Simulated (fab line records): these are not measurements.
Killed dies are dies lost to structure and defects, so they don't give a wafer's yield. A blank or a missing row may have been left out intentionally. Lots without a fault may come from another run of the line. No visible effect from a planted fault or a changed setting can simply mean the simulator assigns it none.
What tool caused it? :: flow gf180mcu :: Sampling: 13 lots, 39 wafers, 6 of 602 route steps

WHAT EACH GAUGE READ, for each wafer
GF_POLY_GATE_OVL_MEAS_11. Usual: POLY_GATE_OVL gives 0 nm (standard deviation 4.7).
lot: L292
measured: day 9 09:08
on: overlay-01
POLY_GATE_OVL (nm): 1 -7 3
flag: 

lot: L294
measured: day 9 15:29
on: overlay-02
POLY_GATE_OVL (nm): 3 -1 0
flag: 

lot: L295
measured: day 9 20:29
on: overlay-02
POLY_GATE_OVL (nm): 2 4 -3
flag: 

lot: L296
measured: day 10 01:59
on: overlay-01
POLY_GATE_OVL (nm): 2 5 3
flag: 

lot: L297
measured: day 10 14:20
on: overlay-01
POLY_GATE_OVL (nm): 4 12 8
flag: 

lot: L298
measured: day 10 22:44
on: overlay-01
POLY_GATE_OVL (nm): -1 -10 -6
flag: 

lot: L299
measured: day 11 10:50
on: overlay-02
POLY_GATE_OVL (nm): 7 3 -1
flag: 

lot: L300
measured: day 11 21:26
on: overlay-01
POLY_GATE_OVL (nm): -5 1 4
flag: 

lot: L301
measured: day 11 23:23
on: overlay-01
POLY_GATE_OVL (nm): -7 -5 -4
flag: 

lot: L302
measured: day 12 10:13
on: overlay-01
POLY_GATE_OVL (nm): -2 -1 -3
flag: 

lot: L303
measured: day 12 20:43
on: overlay-01
POLY_GATE_OVL (nm): 2 -1 -1
flag: 

lot: L304
measured: day 13 03:08
on: overlay-01
POLY_GATE_OVL (nm): 0 3 3
flag: 

lot: L305
measured: day 13 14:20
on: overlay-02
POLY_GATE_OVL (nm): 2 0 5
flag: 

GF_HV_LDD_TW_MEAS_38. Usual: HV_LDD_3_TW gives 1427 (standard deviation 13).
lot: L292
measured: day 11 18:32
on: filmMetro-03
HV_LDD_3_TW: 1452 1450 1450
flag: 

lot: L294
measured: day 12 01:28
on: filmMetro-02
HV_LDD_3_TW: 1404 1414 1408
flag: 

lot: L295
measured: day 12 09:02
on: filmMetro-01
HV_LDD_3_TW: 1421 1425 1422
flag: 

lot: L296
measured: day 12 12:22
on: filmMetro-02
HV_LDD_3_TW: 1410 1410 1420
flag: 

lot: L297
measured: day 13 01:58
on: filmMetro-01
HV_LDD_3_TW: 1431 1438 1429
flag: 

lot: L298
measured: day 13 11:20
on: filmMetro-01
HV_LDD_3_TW: 1428 1428 1434
flag: 

lot: L299
measured: day 13 23:19
on: filmMetro-01
HV_LDD_3_TW: 1433 1425 1430
flag: 

lot: L300
measured: day 14 12:01
on: filmMetro-03
HV_LDD_3_TW: 1453 1447 1449
flag: 

lot: L301
measured: day 14 13:46
on: filmMetro-01
HV_LDD_3_TW: 1427 1428 1432
flag: 

lot: L302
measured: day 15 01:16
on: filmMetro-02
HV_LDD_3_TW: 1305 1304 1302
flag: OFF

lot: L303
measured: day 15 13:02
on: filmMetro-03
HV_LDD_3_TW: 1329 1326 1332
flag: OFF

lot: L304
measured: day 15 20:02
on: filmMetro-01
HV_LDD_3_TW: 1307 1309 1314
flag: OFF

lot: L305
measured: day 16 08:04
on: filmMetro-01
HV_LDD_3_TW: 1312 1309 1314
flag: OFF

GF_HV_LDD_OVL_MEAS_47. Usual: HV_LDD_03_OVL gives 0.1 nm (standard deviation 1.6).
lot: L292
measured: day 12 13:02
on: overlay-01
HV_LDD_03_OVL (nm): 0.7 0.4 0.8
flag: 

lot: L294
measured: day 12 20:22
on: overlay-02
HV_LDD_03_OVL (nm): 0.5 1.0 -0.6
flag: 

lot: L295
measured: day 13 03:41
on: overlay-02
HV_LDD_03_OVL (nm): -1.5 -1.6 -0.4
flag: 

lot: L296
measured: day 13 07:41
on: overlay-02
HV_LDD_03_OVL (nm): 0.1 -0.1 1.7
flag: 

lot: L297
measured: day 13 22:11
on: overlay-02
HV_LDD_03_OVL (nm): -1.7 -0.7 0.5
flag: 

lot: L298
measured: day 14 07:47
on: overlay-01
HV_LDD_03_OVL (nm): -3.1 -0.4 -2.4
flag: 

lot: L299
measured: day 14 20:26
on: overlay-01
HV_LDD_03_OVL (nm): 0.6 1.8 1.7
flag: 

lot: L300
measured: day 15 08:20
on: overlay-01
HV_LDD_03_OVL (nm): 1.2 1.0 1.7
flag: 

lot: L301
measured: day 15 10:37
on: overlay-01
HV_LDD_03_OVL (nm): 1.1 1.5 0.7
flag: 

lot: L302
measured: day 15 22:19
on: overlay-02
HV_LDD_03_OVL (nm): -1.6 -1.5 0.9
flag: 

lot: L303
measured: day 16 10:49
on: overlay-01
HV_LDD_03_OVL (nm): 1.6 -1.0 3.1
flag: 

lot: L304
measured: day 16 18:26
on: overlay-01
HV_LDD_03_OVL (nm): -2.3 -1.9 -0.4
flag: 

lot: L305
measured: day 17 06:34
on: overlay-02
HV_LDD_03_OVL (nm): 0.5 3.0 0.5
flag: 

GF_HV_LDD_RS_MEAS_53: uses a four-point probe to measure. Usual: HV_LDD_RS gives 418.4 ohm/sq (standard deviation 1).
lot: L292
measured: day 12 13:33
on: filmMetro-02
HV_LDD_RS (ohm/sq): 418.5 418.8 417.8
flag: 

lot: L294
measured: day 12 20:50
on: filmMetro-03
HV_LDD_RS (ohm/sq): 418.0 419.6 419.5
flag: 

lot: L295
measured: day 13 04:10
on: filmMetro-03
HV_LDD_RS (ohm/sq): 418.0 419.0 418.7
flag: 

lot: L296
measured: day 13 08:16
on: filmMetro-01
HV_LDD_RS (ohm/sq): 420.1 419.6 420.0
flag: 

lot: L297
measured: day 13 22:38
on: filmMetro-03
HV_LDD_RS (ohm/sq): 417.7 417.1 418.9
flag: 

lot: L298
measured: day 14 08:17
on: filmMetro-02
HV_LDD_RS (ohm/sq): 418.4 418.2 418.1
flag: 

lot: L299
measured: day 14 20:55
on: filmMetro-02
HV_LDD_RS (ohm/sq): 418.3 416.6 418.0
flag: 

lot: L300
measured: day 15 08:49
on: filmMetro-01
HV_LDD_RS (ohm/sq): 417.6 418.2 418.9
flag: 

lot: L301
measured: day 15 11:05
on: filmMetro-01
HV_LDD_RS (ohm/sq): 419.6 420.3 419.9
flag: 

lot: L302
measured: day 15 22:47
on: filmMetro-02
HV_LDD_RS (ohm/sq): - - -
flag: OFF

lot: L303
measured: day 16 11:17
on: filmMetro-01
HV_LDD_RS (ohm/sq): - - -
flag: OFF

lot: L304
measured: day 16 18:56
on: filmMetro-02
HV_LDD_RS (ohm/sq): - - -
flag: OFF

lot: L305
measured: day 17 07:02
on: filmMetro-02
HV_LDD_RS (ohm/sq): - - -
flag: OFF

WHAT TOOL EACH LOT RAN ON (gives the tool, then ch and the chambers of the sampled wafers, and finally the start)
lot: L292
GF_POLY_GATE_STRIP_14: plasmaAsher-02 ch 0,1, day 9 09:18
GF_HV_LDD_IMPLANT_33: implanter-03 ch 0, day 11 17:53

lot: L294
GF_POLY_GATE_STRIP_14: plasmaAsher-04 ch 0,1, day 9 15:39
GF_HV_LDD_IMPLANT_33: implanter-02 ch 0, day 12 00:46

lot: L295
GF_POLY_GATE_STRIP_14: plasmaAsher-02 ch 0,1, day 9 20:37
GF_HV_LDD_IMPLANT_33: implanter-03 ch 0, day 12 05:14

lot: L296
GF_POLY_GATE_STRIP_14: plasmaAsher-02 ch 0,1, day 10 02:07
GF_HV_LDD_IMPLANT_33: implanter-03 ch 0, day 12 11:40

lot: L297
GF_POLY_GATE_STRIP_14: plasmaAsher-03 ch 0,1, day 10 14:28
GF_HV_LDD_IMPLANT_33: implanter-02 ch 0, day 13 01:16

lot: L298
GF_POLY_GATE_STRIP_14: plasmaAsher-03 ch 0,1, day 10 22:54
GF_HV_LDD_IMPLANT_33: implanter-01 ch 0, day 13 10:40

lot: L299
GF_POLY_GATE_STRIP_14: plasmaAsher-04 ch 0,1, day 11 10:58
GF_HV_LDD_IMPLANT_33: implanter-02 ch 0, day 13 22:38

lot: L300
GF_POLY_GATE_STRIP_14: plasmaAsher-03 ch 0, day 11 21:34
GF_HV_LDD_IMPLANT_33: implanter-03 ch 0, day 14 11:20

lot: L301
GF_POLY_GATE_STRIP_14: plasmaAsher-03 ch 0,1, day 11 23:31
GF_HV_LDD_IMPLANT_33: implanter-01 ch 0, day 14 13:04

lot: L302
GF_POLY_GATE_STRIP_14: plasmaAsher-03 ch 0,1, day 12 10:22
GF_HV_LDD_IMPLANT_33: implanter-01 ch 0, day 15 00:34

lot: L303
GF_POLY_GATE_STRIP_14: plasmaAsher-04 ch 0,1, day 12 20:52
GF_HV_LDD_IMPLANT_33: implanter-02 ch 0, day 15 12:20

lot: L304
GF_POLY_GATE_STRIP_14: plasmaAsher-02 ch 0,1, day 13 03:18
GF_HV_LDD_IMPLANT_33: implanter-03 ch 0, day 15 19:22

lot: L305
GF_POLY_GATE_STRIP_14: plasmaAsher-04 ch 0,1, day 13 14:28
GF_HV_LDD_IMPLANT_33: implanter-02 ch 0, day 16 07:22
- GF_POLY_GATE_STRIP_14: strips in O2/N2.
- GF_HV_LDD_IMPLANT_33

WHAT THE TOOLS THEMSELVES READ (means of the sampled wafers that have a number; where no wafer has one, the mark that the record gives instead)
GF_POLY_GATE_STRIP_14. Usual: drypumpMotorCurrentA 5.3 A, standard deviation 0.49; heaterPowerW 324 W, standard deviation 22; oesProductAu 0.504 a.u., standard deviation 0.0044.
lot: L292
tool: plasmaAsher-02
drypumpMotorCurrentA (A): 5.5
heaterPowerW (W): 346
oesProductAu (a.u.): 0.506
flag: 

lot: L294
tool: plasmaAsher-04
drypumpMotorCurrentA (A): 5.4
heaterPowerW (W): 324
oesProductAu (a.u.): 0.508
flag: 

lot: L295
tool: plasmaAsher-02
drypumpMotorCurrentA (A): 5.5
heaterPowerW (W): 349
oesProductAu (a.u.): 0.506
flag: 

lot: L296
tool: plasmaAsher-02
drypumpMotorCurrentA (A): 5.5
heaterPowerW (W): 350
oesProductAu (a.u.): 0.504
flag: 

lot: L297
tool: plasmaAsher-03
drypumpMotorCurrentA (A): 5.0
heaterPowerW (W): 317
oesProductAu (a.u.): 0.503
flag: 

lot: L298
tool: plasmaAsher-03
drypumpMotorCurrentA (A): 4.9
heaterPowerW (W): 317
oesProductAu (a.u.): 0.497
flag: 

lot: L299
tool: plasmaAsher-04
drypumpMotorCurrentA (A): 5.7
heaterPowerW (W): 310
oesProductAu (a.u.): 0.507
flag: 

lot: L300
tool: plasmaAsher-03
drypumpMotorCurrentA (A): 4.6
heaterPowerW (W): 313
oesProductAu (a.u.): 0.503
flag: 

lot: L301
tool: plasmaAsher-03
drypumpMotorCurrentA (A): 5.0
heaterPowerW (W): 313
oesProductAu (a.u.): 0.508
flag: 

lot: L302
tool: plasmaAsher-03
drypumpMotorCurrentA (A): 5.0
heaterPowerW (W): 321
oesProductAu (a.u.): 0.500
flag: 

lot: L303
tool: plasmaAsher-04
drypumpMotorCurrentA (A): 5.7
heaterPowerW (W): 311
oesProductAu (a.u.): 0.506
flag: 

lot: L304
tool: plasmaAsher-02
drypumpMotorCurrentA (A): 5.5
heaterPowerW (W): 351
oesProductAu (a.u.): 0.504
flag: 

lot: L305
tool: plasmaAsher-04
drypumpMotorCurrentA (A): 5.7
heaterPowerW (W): 313
oesProductAu (a.u.): 0.505
flag: 

THE ANSWER, worked out from the rows above alone
Rule: a lot counts as off when the mean over its wafers that have a number is more than 3 standard deviations away from the usual mean. Also off: a lot with no number at a reading for which 4 or more lots have one. Any other lot the step has rows for is counted as sound. Order of review: gauges by route order, followed by the tools' own readings, for which a lot's mean as printed above is used. At the first step where some lot is off, the reading lying furthest off is the one used; lots without a number count as furthest.
Off: L302, L303, L304, L305, at GF_HV_LDD_TW_MEAS_38 (HV_LDD_3_TW).
If a tool, at a process step before that reading, ran all the lots that are off and no sound lot after the first of them, it fits. The gauges at GF_HV_LDD_TW_MEAS_38 are tried like those tools. Of those tried, none fits.

WHAT THE SIMULATOR HAD INSERTED
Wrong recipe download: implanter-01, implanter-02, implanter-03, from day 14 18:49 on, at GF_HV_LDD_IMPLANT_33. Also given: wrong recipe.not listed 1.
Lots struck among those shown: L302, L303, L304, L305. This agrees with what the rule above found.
